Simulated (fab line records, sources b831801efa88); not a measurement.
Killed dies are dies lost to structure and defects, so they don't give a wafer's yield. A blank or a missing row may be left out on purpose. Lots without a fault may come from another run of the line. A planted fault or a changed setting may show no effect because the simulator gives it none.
One fault seen from 2 desks | flow gf180mcu | each desk has only its own numbers; what lay behind them comes last

THE TOOL OWNER'S DESK: cmp-01
The tool's own readings at GF_CONTACT_CMP_27 (polishes, stops on SiO2, t overpolish 15 s, target thk 0 nm): means of the sampled wafers that have a number, for each lot that ran on this tool. A lot is out of limits, marked OUT, if its mean lies more than 4 standard deviations from the usual mean; the brackets give that distance.
Columns: A = head_pressure_psi at GF_CONTACT_CMP_27, usual 3.501 psi; B = motor_current_A at GF_CONTACT_CMP_27, usual 11.3 A; C = overpolish_run_s at GF_CONTACT_CMP_27, usual 15.000 s; D = retaining_ring_pressure_frac at GF_CONTACT_CMP_27, usual 1.000; E = time_to_endpoint_s at GF_CONTACT_CMP_27, usual 72 s
lot  | first seen here | A                       | B              | C                       | D     | E
L660 | day 16 11:34    | 3.503                   | 12.0           | 14.987                  | 0.996 | 73
L661 | day 17 00:01    | 3.503                   | 11.8           | 14.997                  | 1.002 | 73
L663 | day 17 16:46    | 1.249 (-99 or more) OUT | 7.1 (-4.8) OUT | 0.039 (-99 or more) OUT | 1.003 | 115 (+14) OUT
L665 | day 18 07:34    | 1.253 (-99 or more) OUT | 7.2 (-4.7) OUT | 0.041 (-99 or more) OUT | 1.000 | 113 (+14) OUT
L675 | day 22 01:28    | 3.501                   | 11.8           | 14.999                  | 0.995 | 75
L674 | day 22 03:04    | 3.496                   | 11.3           | 14.997                  | 0.999 | 70
L676 | day 22 10:19    | 3.503                   | 11.5           | 15.007                  | 1.003 | 69
L677 | day 22 16:22    | 3.493                   | 12.0           | 14.997                  | 0.996 | 70
L679 | day 23 11:15    | 3.506                   | 11.8           | 14.997                  | 0.999 | 74
L681 | day 23 23:07    | 3.508                   | 11.7           | 15.002                  | 1.002 | 75
This desk's finding: out of limits on L663, L665; first on L663, day 17 16:46 (head_pressure_psi at GF_CONTACT_CMP_27). In limits: L660, L661, L675, L674, L676, L677, L679, L681.

THE METROLOGY DESK
What the gauges read, lot by lot, whatever tool the lot ran on: means of the sampled wafers that have a number. A lot is out of limits, marked OUT, if its mean lies more than 4 standard deviations from the usual mean; the brackets give that distance.
Columns: A = CONTACT_CVD_02_THK at GF_CONTACT_THK_MEAS_03, usual 857 nm; B = M1_ALCU_RS at GF_M1_RS_MEAS_05, usual 0.0696 ohm/sq
lot  | first seen here | A   | B
L660 | day 15 12:16    | 855 | 0.0698
L661 | day 15 23:59    | 848 | 0.0697
L663 | day 16 16:14    | 853 | -
L665 | day 17 06:37    | 856 | -
L666 | day 18 06:22    | 850 | 0.0699
L675 | day 21 00:31    | 849 | 0.0693
L674 | day 21 01:43    | 857 | 0.0691
L676 | day 21 09:10    | 854 | 0.0705
L677 | day 21 15:35    | 857 | 0.0691
L678 | day 21 22:40    | 856 | 0.0704
L679 | day 22 10:44    | 850 | 0.0703
L680 | day 22 16:16    | 853 | 0.0713
L681 | day 22 22:29    | 860 | 0.0699
This desk's finding: nothing out of limits on any of the 13 lots.

PUT TOGETHER
The tool owner's desk could have raised an alarm at day 17 16:46, on L663, L665.
The metrology desk saw nothing out of limits.
The metrology desk has L663, L665 on record, within its limits.
Of the lots named, all ran GF_CONTACT_CMP_27 on cmp-01.

WHAT THE SIMULATOR HAD PUT IN
Process parameter drift: cmp-01, from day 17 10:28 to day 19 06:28, at GF_CONTACT_CMP_27. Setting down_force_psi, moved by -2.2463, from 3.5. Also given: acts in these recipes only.
Lots struck among those shown: L663, L665.
Hours from the fault's start to each desk's first reading out of limits: the tool owner's desk, 6.
